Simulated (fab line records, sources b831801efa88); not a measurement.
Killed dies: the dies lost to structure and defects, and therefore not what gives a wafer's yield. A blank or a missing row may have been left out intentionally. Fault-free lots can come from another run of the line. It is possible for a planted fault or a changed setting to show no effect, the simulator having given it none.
fab line records	flow gf180mcu	part 1 of 2: steps 1 to 39 of 41
record: lots: 6	wafers: 18	last-day: 34
route steps=602 shown HV_LDD@222 NSD@235 PSD@248 PASSIVATION@602
lots that met no fault: from a run of the same line without faults
start-h: start of the lot's first displayed wafer, in hours after the record's first day	wait-h: hours since the lot's step before	" unchanged from the row above	L1.1+2: one row covering several wafers at once	- no value present, or no start provided	* or withheld: withheld	< > ~ a bound
route shown NAME@n: a module of which the file shows steps, and the number in the route of the first	usual: average and standard deviation across the fault-free wafers	same: alike in all rows	chamber/n: place in a boat	sites: the reading at each site	_std_site: the values' standard deviation	_edge_site: the outer-site mean with the inner-site mean subtracted	radius-mm: for every site, how far away it sits from the centre of the wafer	mask NAME#n: copy n	behind: the last tool/chamber to shape the wafer	hold: why the lot went on hold/how many hours it stayed there/how the hold came to an end	device: whichever transistor did not switch (one of n, p or np)	end of line: at the end of the route, the tests of the same wafers	a step with no rows: only its recipe	killed: at the first sort, the dies lost to defects and structure; wafer yield is something else	map: a wafer's dies, marking killed ones x, the rest . and places with no die _
set.NAME: setting as actually run; set.NAME@STEP: the setting as run at that earlier step	model.NAME: the simulator's own value behind a step, which no gauge read
lots seen at some steps along the route; tables by step, rows by wafer
services: the hour from which a tool's chamber was out of use, counted from the record's first day as start-h (under 0 if before that day), plus the number of hours and why
== steps ==
step: GF_HV_LDD_CD_MEAS_46
recipe: target-cd-nm: 400
usual: cd-nm: 400.2/1.9
lot.wafer	tool	chamber	start-h	wait-h	cd-nm
L538.2	cd-sem-02	-	293.73	0.1	399.4
L538.3	"	-	"	"	398.9
L538.5	"	-	"	"	400.6
L543.3	cd-sem-01	-	336.23	0.1	396.9
L543.5	"	-	"	"	399.8
L543.6	"	-	"	"	397.2
L545.2	cd-sem-02	-	354.38	0.1	400.7
L545.3	"	-	"	"	400.3
L545.4	"	-	"	"	400.5
L549.2	cd-sem-01	-	380.88	0.1	399.5
L549.4	"	-	"	"	401.2
L549.6	"	-	"	"	400.3
L553.4	cd-sem-01	-	414.00	0.1	403.8
L553.5	"	-	"	"	401.5
L553.6	"	-	"	"	404.0
L556.1	cd-sem-02	-	438.26	0.1	403.6
L556.4	"	-	"	"	402.7
L556.5	"	-	"	"	400.7
step: GF_HV_LDD_OVL_MEAS_47
usual: HV_LDD_03_OVL: -1.1/1.5
lot.wafer	tool	chamber	start-h	wait-h	HV_LDD_03_OVL[nm]
L538.2	overlay-01	-	293.83	0.1	3.3
L538.3	"	-	"	"	-1.0
L538.5	"	-	"	"	2.5
L543.3	overlay-01	-	336.32	0.1	-3.1
L543.5	"	-	"	"	-0.2
L543.6	"	-	"	"	-3.3
L545.2	overlay-01	-	354.48	0.1	-0.5
L545.3	"	-	"	"	0.1
L545.4	"	-	"	"	-0.5
L549.2	overlay-01	-	380.99	0.1	-0.7
L549.4	"	-	"	"	-0.4
L549.6	"	-	"	"	0.1
L553.4	overlay-01	-	414.07	0.1	1.4
L553.5	"	-	"	"	2.0
L553.6	"	-	"	"	0.3
L556.1	overlay-01	-	438.38	0.1	-3.7
L556.4	"	-	"	"	-3.9
L556.5	"	-	"	"	-2.1
step: GF_HV_LDD_IMPLANT_48
recipe: species: B	energy-kev: 25	dose-cm2: 3e+13	tilt-deg: 7
step: GF_HV_LDD_STRIP_49
recipe: chemistry: O2/N2	power-w: 1400	pressure-mtorr: 1500	platen-temp-c: 250	o2-flow-sccm: 3000	n2-flow-sccm: 300	overash-fraction: 0.5
usual: drypump-motor-current-A: 5.5/0.41	heater-power-w: 351/36	oes-product-au: 0.717/0.0047	strip-time-to-endpoint-s: 12.63/0.043
lot.wafer	tool	chamber	start-h	wait-h	drypump-motor-current-A	heater-power-w	oes-product-au	rf-hours-counter-h	strip-time-to-endpoint-s
L538.2	plasma-asher-02	1	294.01	0.1	5.9	332	0.717	16	12.62
L538.3	"	1	"	"	5.9	336	0.720	-	12.57
L538.5	"	0	"	"	5.5	330	0.715	-	12.63
L543.3	plasma-asher-02	0	336.53	0.1	5.6	321	0.707	-	12.68
L543.5	"	1	"	"	5.9	321	0.713	-	12.63
L543.6	"	0	"	"	5.6	320	0.720	-	12.64
L545.2	plasma-asher-03	0	354.66	0.1	6.0	412	0.715	73	12.58
L545.3	"	1	"	"	4.8	298	0.721	-	12.60
L545.4	"	0	"	"	6.0	399	0.720	-	12.60
L549.2	plasma-asher-04	0	381.17	0.1	5.1	353	0.721	57	12.63
L549.4	"	0	"	"	5.1	345	0.718	-	12.57
L549.6	"	1	"	"	5.7	386	0.720	-	12.62
L553.4	plasma-asher-03	0	414.28	0.1	6.0	405	0.711	-	12.67
L553.5	"	0	"	"	6.0	400	0.716	-	12.63
L553.6	"	1	"	"	4.9	300	0.716	-	12.66
L556.1	plasma-asher-04	1	438.56	0.1	5.7	380	0.725	64	12.72
L556.4	"	1	"	"	5.7	396	0.719	-	12.75
L556.5	"	0	"	"	5.1	346	0.712	-	12.70
step: GF_HV_LDD_TW_MEAS_50
usual: HV_LDD_4_TW: 569/7.2
lot.wafer	tool	chamber	start-h	wait-h	HV_LDD_4_TW
L538.2	film-metro-03	-	294.12	0.1	563
L538.3	"	-	"	"	562
L538.5	"	-	"	"	568
L543.3	film-metro-01	-	336.61	0.1	577
L543.5	"	-	"	"	575
L543.6	"	-	"	"	576
L545.2	film-metro-03	-	354.77	0.1	559
L545.3	"	-	"	"	558
L545.4	"	-	"	"	560
L549.2	film-metro-01	-	381.28	0.1	573
L549.4	"	-	"	"	572
L549.6	"	-	"	"	573
L553.4	film-metro-03	-	414.37	0.1	559
L553.5	"	-	"	"	558
L553.6	"	-	"	"	560
L556.1	film-metro-01	-	438.66	0.1	575
L556.4	"	-	"	"	579
L556.5	"	-	"	"	579
step: GF_HV_LDD_CLEAN_51
recipe: chemistry: SC1/SC2	mix: 1:4:20	temp-c: 70	time-s: 150	dry: n2-spin
step: GF_HV_LDD_RTA_52
recipe: temp-c: 1000	time-s: 10	ambient: N2
usual: lamp-power-pct: 31.3/0.43	wafer_temp_C_max: 1005.4/1.1
lot.wafer	tool	chamber	start-h	wait-h	lamp-power-pct	wafer_temp_C_max
L538.2	rtp-anneal-02	0	294.24	0.0	30.9	1006.1
L538.3	"	0	"	"	30.9	1005.2
L538.5	"	0	"	"	30.9	1005.3
L543.3	rtp-anneal-01	0	336.73	0.0	31.8	1004.7
L543.5	"	0	"	"	31.8	1005.7
L543.6	"	0	"	"	31.8	1004.9
L545.2	rtp-anneal-01	0	354.88	0.0	31.8	1005.2
L545.3	"	0	"	"	31.8	1004.3
L545.4	"	0	"	"	31.8	1005.5
L549.2	rtp-anneal-01	0	381.39	0.0	31.8	1004.8
L549.4	"	0	"	"	31.8	1005.6
L549.6	"	0	"	"	31.8	1006.7
L553.4	rtp-anneal-02	0	414.49	0.0	30.9	1004.8
L553.5	"	0	"	"	30.9	1005.9
L553.6	"	0	"	"	30.9	1004.5
L556.1	rtp-anneal-02	0	438.77	0.0	30.9	1006.3
L556.4	"	0	"	"	30.9	1005.0
L556.5	"	0	"	"	30.9	1005.4
step: GF_HV_LDD_RS_MEAS_53
recipe: thk-meas-gauge: four-point-probe
usual: HV_LDD_RS: 417.6/1
lot.wafer	tool	chamber	start-h	wait-h	HV_LDD_RS[ohm/sq]
L538.2	film-metro-04	-	294.32	0.1	417.2
L538.3	"	-	"	"	417.2
L538.5	"	-	"	"	417.5
L543.3	film-metro-03	-	336.81	0.1	419.1
L543.5	"	-	"	"	418.3
L543.6	"	-	"	"	418.5
L545.2	film-metro-03	-	354.96	0.1	418.4
L545.3	"	-	"	"	417.9
L545.4	"	-	"	"	418.7
L549.2	film-metro-04	-	381.46	0.1	416.9
L549.4	"	-	"	"	417.4
L549.6	"	-	"	"	416.8
L553.4	film-metro-04	-	414.58	0.1	419.1
L553.5	"	-	"	"	419.6
L553.6	"	-	"	"	420.0
L556.1	film-metro-04	-	438.84	0.1	417.2
L556.4	"	-	"	"	416.1
L556.5	"	-	"	"	417.7
step: GF_HV_LDD_CVD_54
recipe: material: SiO2	target-thk-nm: 10	precursor: TEOS	temp-c: 680	time-s: 75	pressure-mtorr: 400
step: GF_HV_LDD_THK_MEAS_55
recipe: reads: SiO2_of_HV_LDD_CVD_54
usual: HV_LDD_CVD_54_THK: 10.01/0.16
lot.wafer	tool	chamber	start-h	wait-h	HV_LDD_CVD_54_THK[nm]
L538.2	film-metro-01	-	295.45	0.0	10.25
L538.3	"	-	"	"	10.13
L538.5	"	-	"	"	10.12
L543.3	film-metro-04	-	337.93	0.0	9.89
L543.5	"	-	"	"	10.04
L543.6	"	-	"	"	9.94
L545.2	film-metro-01	-	356.09	0.0	10.08
L545.3	"	-	"	"	9.84
L545.4	"	-	"	"	9.89
L549.2	film-metro-04	-	382.59	0.0	9.89
L549.4	"	-	"	"	10.13
L549.6	"	-	"	"	9.94
L553.4	film-metro-04	-	415.69	0.0	10.11
L553.5	"	-	"	"	10.01
L553.6	"	-	"	"	10.11
L556.1	film-metro-04	-	441.26	0.0	9.94
L556.4	"	-	"	"	9.98
L556.5	"	-	"	"	10.00
step: GF_HV_LDD_CVD_56
recipe: material: Si3N4	precursor: DCS/NH3	target-thk-nm: 90	temp-c: 770	time-s: 1543	pressure-mtorr: 250
step: GF_HV_LDD_THK_MEAS_57
recipe: reads: Si3N4_of_HV_LDD_CVD_56
usual: HV_LDD_CVD_56_THK: 90.1/0.86
lot.wafer	tool	chamber	start-h	wait-h	HV_LDD_CVD_56_THK[nm]
L538.2	film-metro-04	-	296.93	0.0	90.1
L538.3	"	-	"	"	90.2
L538.5	"	-	"	"	89.7
L543.3	film-metro-01	-	339.42	0.0	90.4
L543.5	"	-	"	"	90.4
L543.6	"	-	"	"	90.8
L545.2	film-metro-03	-	358.89	0.0	89.0
L545.3	"	-	"	"	89.4
L545.4	"	-	"	"	90.0
L549.2	film-metro-04	-	384.08	0.0	89.9
L549.4	"	-	"	"	89.2
L549.6	"	-	"	"	88.8
L553.4	film-metro-04	-	417.18	0.0	90.9
L553.5	"	-	"	"	89.8
L553.6	"	-	"	"	90.0
L556.1	film-metro-04	-	442.74	0.0	88.6
L556.4	"	-	"	"	88.8
L556.5	"	-	"	"	89.2
step: GF_HV_LDD_ETCHBACK_58
recipe: chemistry: CH3F/O2	target: Si3N4	stop-on: SiO2	source-w: 400	bias-w: 80	pressure-mtorr: 25	ch3f-flow-sccm: 40	O2_flow_sccm: 30	time-s: 100	target-depth-a: 900
usual: drypump-motor-current-A: 5.8/0.48	oes-product-au: 0.843/0.0067	throttle-valve-pct: 10.560/0.0084
lot.wafer	tool	chamber	start-h	wait-h	drypump-motor-current-A	oes-product-au	rf-hours-counter-h	throttle-valve-pct	model.SiO2_of_HV_LDD_CVD_54.thk-nm
L538.2	rie-diel-02	0	296.98	0.0	6.2	0.844	9	10.558	7.749
L538.3	"	3	"	"	5.5	0.849	126	10.556	7.627
L538.5	"	3	"	"	5.5	0.836	-	10.562	7.655
L543.3	rie-diel-02	1	339.46	0.0	5.2	0.846	16	10.569	7.355
L543.5	"	2	"	"	5.8	0.839	-	10.563	7.552
L543.6	"	1	"	"	5.2	0.838	-	10.554	7.374
L545.2	rie-diel-02	0	358.94	0.0	6.2	0.845	11	10.550	7.882
L545.3	"	2	"	"	5.8	0.835	81	10.568	7.28
L545.4	"	3	"	"	5.5	0.840	0	10.554	7.409
L549.2	rie-diel-02	2	384.13	0.0	5.8	0.842	82	10.560	7.407
L549.4	"	0	"	"	6.2	0.835	12	10.547	7.996
L549.6	"	3	"	"	5.5	0.833	-	10.555	7.457
L553.4	rie-diel-03	2	417.24	0.1	5.2	0.841	-	10.552	7.524
L553.5	"	0	"	"	5.8	0.835	-	10.565	7.539
L553.6	"	3	"	"	6.7	0.844	-	10.560	7.55
L556.1	rie-diel-03	3	442.80	0.1	6.7	0.837	5	10.555	7.396
L556.4	"	2	"	"	5.2	0.829	7	10.550	7.432
L556.5	"	3	"	"	6.7	0.837	-	10.538	7.481
step: GF_NSD_DEHYDRATE_00
recipe: temp-c: 200	time-s: 60
step: GF_NSD_HMDS_01
recipe: prime-time-s: 60	prime-temp-c: 120
step: GF_NSD_COAT_02
recipe: resist: NOVOLAK	spin-rpm: 3000	resist-thk-nm: 1000
step: GF_NSD_SOFTBAKE_03
recipe: temp-c: 90	time-s: 60	resist: NOVOLAK
step: GF_NSD_EXPOSE_04
recipe: mask-id: Nplus	target-cd-nm: 400	na: 0.6	source-shape: conventional	sigma-outer: 0.6	dose-mj: 140
step: GF_NSD_PEB_05
recipe: temp-c: withheld	time-s: *	resist: NOVOLAK
step: GF_NSD_DEVELOP_06
recipe: develop-time-s: 60	dev-temp-c: 23
step: GF_NSD_CD_MEAS_07
recipe: target-cd-nm: 400
usual: cd-nm: 400.3/2.7
lot.wafer	tool	chamber	start-h	wait-h	cd-nm
L538.2	cd-sem-02	-	318.23	0.1	397.5
L538.3	"	-	"	"	400.8
L538.5	"	-	"	"	398.8
L543.3	cd-sem-02	-	361.53	0.1	403.4
L543.5	"	-	"	"	402.5
L543.6	"	-	"	"	403.6
L545.2	cd-sem-01	-	382.22	0.1	399.5
L545.3	"	-	"	"	398.8
L545.4	"	-	"	"	395.0
L549.2	cd-sem-01	-	407.94	0.2	394.3
L549.4	"	-	"	"	396.9
L549.6	"	-	"	"	400.0
L553.4	cd-sem-02	-	441.77	0.2	403.1
L553.5	"	-	"	"	401.0
L553.6	"	-	"	"	400.2
L556.1	cd-sem-02	-	467.60	0.1	398.7
L556.4	"	-	"	"	399.5
L556.5	"	-	"	"	399.1
step: GF_NSD_OVL_MEAS_08
usual: NSD_OVL: 0.5/1.7
lot.wafer	tool	chamber	start-h	wait-h	NSD_OVL[nm]
L538.2	overlay-01	-	318.33	0.1	4.0
L538.3	"	-	"	"	0.2
L538.5	"	-	"	"	2.5
L543.3	overlay-02	-	361.62	0.1	-0.1
L543.5	"	-	"	"	-0.1
L543.6	"	-	"	"	-1.2
L545.2	overlay-02	-	382.33	0.1	2.6
L545.3	"	-	"	"	2.7
L545.4	"	-	"	"	2.9
L549.2	overlay-01	-	408.04	0.1	-1.9
L549.4	"	-	"	"	-0.9
L549.6	"	-	"	"	-1.1
L553.4	overlay-01	-	441.84	0.1	1.5
L553.5	"	-	"	"	1.6
L553.6	"	-	"	"	2.6
L556.1	overlay-01	-	467.72	0.1	-0.5
L556.4	"	-	"	"	0.1
L556.5	"	-	"	"	1.1
step: GF_NSD_IMPLANT_09
recipe: species: As	energy-kev: 60	dose-cm2: 4e+15	tilt-deg: 7
step: GF_NSD_IMPLANT_10
recipe: species: P	energy-kev: 40	dose-cm2: 5e+14	tilt-deg: 7
step: GF_NSD_STRIP_11
recipe: chemistry: O2/N2	power-w: 1400	pressure-mtorr: 1500	platen-temp-c: 250	o2-flow-sccm: 3000	n2-flow-sccm: 300	overash-fraction: 0.5
usual: drypump-motor-current-A: 5.6/0.4	heater-power-w: 335/34	oes-product-au: 0.487/0.0045	strip-time-to-endpoint-s: 22.98/0.051
lot.wafer	tool	chamber	start-h	wait-h	drypump-motor-current-A	heater-power-w	oes-product-au	rf-hours-counter-h	strip-time-to-endpoint-s
L538.2	plasma-asher-03	0	318.66	0.1	6.0	405	0.491	69	22.98
L538.3	"	0	"	"	6.0	409	0.489	-	22.99
L538.5	"	0	"	"	6.0	400	0.481	-	22.97
L543.3	plasma-asher-02	1	361.98	0.1	5.9	326	0.493	-	22.96
L543.5	"	0	"	"	5.6	333	0.484	-	22.99
L543.6	"	1	"	"	5.9	330	0.484	-	22.94
L545.2	plasma-asher-03	1	382.66	0.1	4.8	304	0.484	77	22.92
L545.3	"	0	"	"	6.0	398	0.483	-	22.90
L545.4	"	1	"	"	4.8	298	0.491	-	22.92
L549.2	plasma-asher-02	0	408.37	0.1	5.6	320	0.488	27	23.07
L549.4	"	0	"	"	5.6	319	0.496	-	23.06
L549.6	"	0	"	"	5.6	324	0.492	-	23.01
L553.4	plasma-asher-02	1	442.20	0.1	5.9	336	0.479	-	23.03
L553.5	"	0	"	"	5.6	325	0.488	-	23.00
L553.6	"	1	"	"	5.9	326	0.488	-	23.02
L556.1	plasma-asher-02	1	468.06	0.1	5.9	324	0.488	34	22.99
L556.4	"	1	"	"	5.9	331	0.490	-	22.98
L556.5	"	1	"	"	5.9	333	0.493	-	23.02
step: GF_NSD_TW_MEAS_12
usual: NSD_TW: 4231/44
lot.wafer	tool	chamber	start-h	wait-h	NSD_TW
L538.2	film-metro-02	-	318.77	0.1	4216
L538.3	"	-	"	"	4202
L538.5	"	-	"	"	4216
L543.3	film-metro-04	-	362.06	0.1	4313
L543.5	"	-	"	"	4302
L543.6	"	-	"	"	4304
L545.2	film-metro-02	-	382.77	0.1	4199
L545.3	"	-	"	"	4209
L545.4	"	-	"	"	4226
L549.2	film-metro-02	-	408.48	0.1	4220
L549.4	"	-	"	"	4225
L549.6	"	-	"	"	4227
L553.4	film-metro-04	-	442.29	0.1	4314
L553.5	"	-	"	"	4339
L553.6	"	-	"	"	4313
L556.1	film-metro-03	-	468.16	0.1	4207
L556.4	"	-	"	"	4184
L556.5	"	-	"	"	4184
step: GF_PSD_DEHYDRATE_00
recipe: temp-c: 200	time-s: 60
step: GF_PSD_HMDS_01
recipe: prime-time-s: 60	prime-temp-c: 120
step: GF_PSD_COAT_02
recipe: resist: NOVOLAK	spin-rpm: 3000	resist-thk-nm: 1000
step: GF_PSD_SOFTBAKE_03
recipe: temp-c: 90	time-s: 60	resist: NOVOLAK
step: GF_PSD_EXPOSE_04
recipe: mask-id: Pplus	target-cd-nm: 400	na: 0.6	source-shape: conventional	sigma-outer: 0.6	dose-mj: 140
step: GF_PSD_PEB_05
recipe: temp-c: withheld	time-s: *	resist: NOVOLAK
step: GF_PSD_DEVELOP_06
recipe: develop-time-s: 60	dev-temp-c: 23
step: GF_PSD_CD_MEAS_07
recipe: target-cd-nm: 400
usual: cd-nm: 400.3/2.4
lot.wafer	tool	chamber	start-h	wait-h	cd-nm
L538.2	cd-sem-02	-	340.73	0.1	401.0
L538.3	"	-	"	"	401.8
L538.5	"	-	"	"	404.3
L543.3	cd-sem-01	-	385.00	0.1	403.7
L543.5	"	-	"	"	401.5
L543.6	"	-	"	"	401.3
L545.2	cd-sem-01	-	406.27	0.1	395.7
L545.3	"	-	"	"	397.3
L545.4	"	-	"	"	395.5
L549.2	cd-sem-01	-	432.13	0.1	400.0
L549.4	"	-	"	"	398.7
L549.6	"	-	"	"	402.9
L553.4	cd-sem-02	-	466.77	0.1	401.2
L553.5	"	-	"	"	399.9
L553.6	"	-	"	"	400.9
L556.1	cd-sem-02	-	492.11	0.1	400.3
L556.4	"	-	"	"	397.6
L556.5	"	-	"	"	398.2
step: GF_PSD_OVL_MEAS_08
usual: PSD_OVL: -0.7/1.4
lot.wafer	tool	chamber	start-h	wait-h	PSD_OVL[nm]
L538.2	overlay-02	-	340.83	0.1	1.7
L538.3	"	-	"	"	-0.4
L538.5	"	-	"	"	-0.8
L543.3	overlay-02	-	385.09	0.1	0.5
L543.5	"	-	"	"	0.7
L543.6	"	-	"	"	0.6
L545.2	overlay-02	-	406.38	0.1	-2.7
L545.3	"	-	"	"	-1.3
L545.4	"	-	"	"	0.6
L549.2	overlay-01	-	432.23	0.1	-3.0
L549.4	"	-	"	"	0.1
L549.6	"	-	"	"	-3.4
L553.4	overlay-02	-	466.85	0.1	-4.2
L553.5	"	-	"	"	-4.7
L553.6	"	-	"	"	-3.0
L556.1	overlay-02	-	492.23	0.1	-1.6
L556.4	"	-	"	"	-2.5
L556.5	"	-	"	"	-1.4
step: GF_PSD_IMPLANT_09
recipe: species: BF2	energy-kev: 40	dose-cm2: 1.5e+15	tilt-deg: 7
step: GF_PSD_STRIP_10
recipe: chemistry: O2/N2	power-w: 1400	pressure-mtorr: 1500	platen-temp-c: 250	o2-flow-sccm: 3000	n2-flow-sccm: 300	overash-fraction: 0.5
usual: drypump-motor-current-A: 5.5/0.45	heater-power-w: 354/41	oes-product-au: 0.592/0.0044	strip-time-to-endpoint-s: 16.53/0.042
lot.wafer	tool	chamber	start-h	wait-h	drypump-motor-current-A	heater-power-w	oes-product-au	rf-hours-counter-h	strip-time-to-endpoint-s
L538.2	plasma-asher-04	1	341.01	0.1	5.6	388	0.594	53	16.50
L538.3	"	1	"	"	5.6	392	0.601	-	16.48
L538.5	"	1	"	"	5.7	381	0.595	-	16.49
L543.3	plasma-asher-03	0	385.30	0.1	6.0	404	0.590	-	16.56
L543.5	"	0	"	"	6.0	407	0.591	-	16.60
L543.6	"	1	"	"	4.9	299	0.596	-	16.58
L545.2	plasma-asher-04	1	406.56	0.1	5.6	376	0.590	59	16.54
L545.3	"	0	"	"	5.1	349	0.597	-	16.51
L545.4	"	1	"	"	5.7	381	0.595	-	16.50
L549.2	plasma-asher-03	0	432.41	0.1	6.0	402	0.600	82	16.55
L549.4	"	1	"	"	4.9	293	0.597	-	16.50
L549.6	"	1	"	"	4.8	290	0.593	-	16.55
L553.4	plasma-asher-03	1	467.05	0.1	4.8	300	0.593	-	16.60
L553.5	"	1	"	"	4.9	294	0.596	-	16.60
L553.6	"	0	"	"	5.9	407	0.592	-	16.59
L556.1	plasma-asher-01	0	492.41	0.1	5.9	313	0.598	6	16.62
L556.4	"	0	"	"	5.9	322	0.593	-	16.56
L556.5	"	1	"	"	5.7	355	0.591	-	16.56
step: GF_PSD_TW_MEAS_11
usual: PSD_TW: 3167/26
lot.wafer	tool	chamber	start-h	wait-h	PSD_TW
L538.2	film-metro-02	-	341.12	0.1	3180
L538.3	"	-	"	"	3159
L538.5	"	-	"	"	3174
L543.3	film-metro-02	-	385.38	0.1	3181
L543.5	"	-	"	"	3173
L543.6	"	-	"	"	3175
L545.2	film-metro-03	-	406.67	0.1	3120
L545.3	"	-	"	"	3137
L545.4	"	-	"	"	3131
L549.2	film-metro-03	-	432.52	0.1	3138
L549.4	"	-	"	"	3148
L549.6	"	-	"	"	3127
L553.4	film-metro-02	-	467.15	0.1	3187
L553.5	"	-	"	"	3182
L553.6	"	-	"	"	3161
L556.1	film-metro-04	-	492.51	0.1	3184
L556.4	"	-	"	"	3166
L556.5	"	-	"	"	3163
step: GF_PSD_CLEAN_12
recipe: chemistry: SC1/SC2	mix: 1:4:20	temp-c: 70	time-s: 150	dry: n2-spin
usual: temp-c: 70.00/0.13
lot.wafer	tool	chamber	start-h	wait-h	temp-c	model.SiO2_of_HV_LDD_CVD_54.thk-nm
L538.2	wet-bench-03	1	341.17	0.0	69.99	7.073
L538.3	"	1	"	"	70.07	6.95
L538.5	"	1	"	"	70.07	6.976
L543.3	wet-bench-02	2	385.42	0.0	70.06	6.667
L543.5	"	2	"	"	70.13	6.864
L543.6	"	2	"	"	70.13	6.686
L545.2	wet-bench-04	2	406.72	0.0	70.06	7.186
L545.3	"	2	"	"	69.95	6.586
L545.4	"	2	"	"	70.03	6.716
L549.2	wet-bench-04	1	432.57	0.0	70.08	6.723
L549.4	"	1	"	"	70.08	7.318
L549.6	"	1	"	"	69.86	6.777
L553.4	wet-bench-02	0	467.18	0.0	70.16	6.853
L553.5	"	0	"	"	70.17	6.86
L553.6	"	0	"	"	70.23	6.876
L556.1	wet-bench-02	1	492.57	0.1	69.97	6.713
L556.4	"	1	"	"	69.86	6.75
L556.5	"	1	"	"	70.11	6.798
== key ==
first-sign none at tools or gauges
model-effect: step: GF_HV_LDD_ETCHBACK_58	value: SiO2_of_HV_LDD_CVD_54.thk-nm	without: 7.571	struck: 7.939
model-effect: step: GF_PSD_CLEAN_12	value: SiO2_of_HV_LDD_CVD_54.thk-nm	without: 6.883	struck: 7.252
model-effect: step: GF_PASSIVATION_PROBE_99	value: etest.pplus-u.line-ohm-um	without: 623.5	struck: 638.1
met-at GF_HV_LDD_ETCHBACK_58
struck-wafers L545.2,L549.4
tester-left-out L545,L549
onset-between 296.98 358.94
fault: kind: process-parameter-drift	tool: rie-diel-02	chamber: 0	onset-h: 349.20	steps: GF_HV_LDD_ETCHBACK_58	channel: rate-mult	offset: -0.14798	shape: step	end-h: 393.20
tester-left-out: of these lots the tester's yield and bins aren't shown, on N5 and GAA mostly nor the transistor test; their killed dies are dies lost to structure and defects alone, not to doping, threshold or leakage, so they don't give the yield
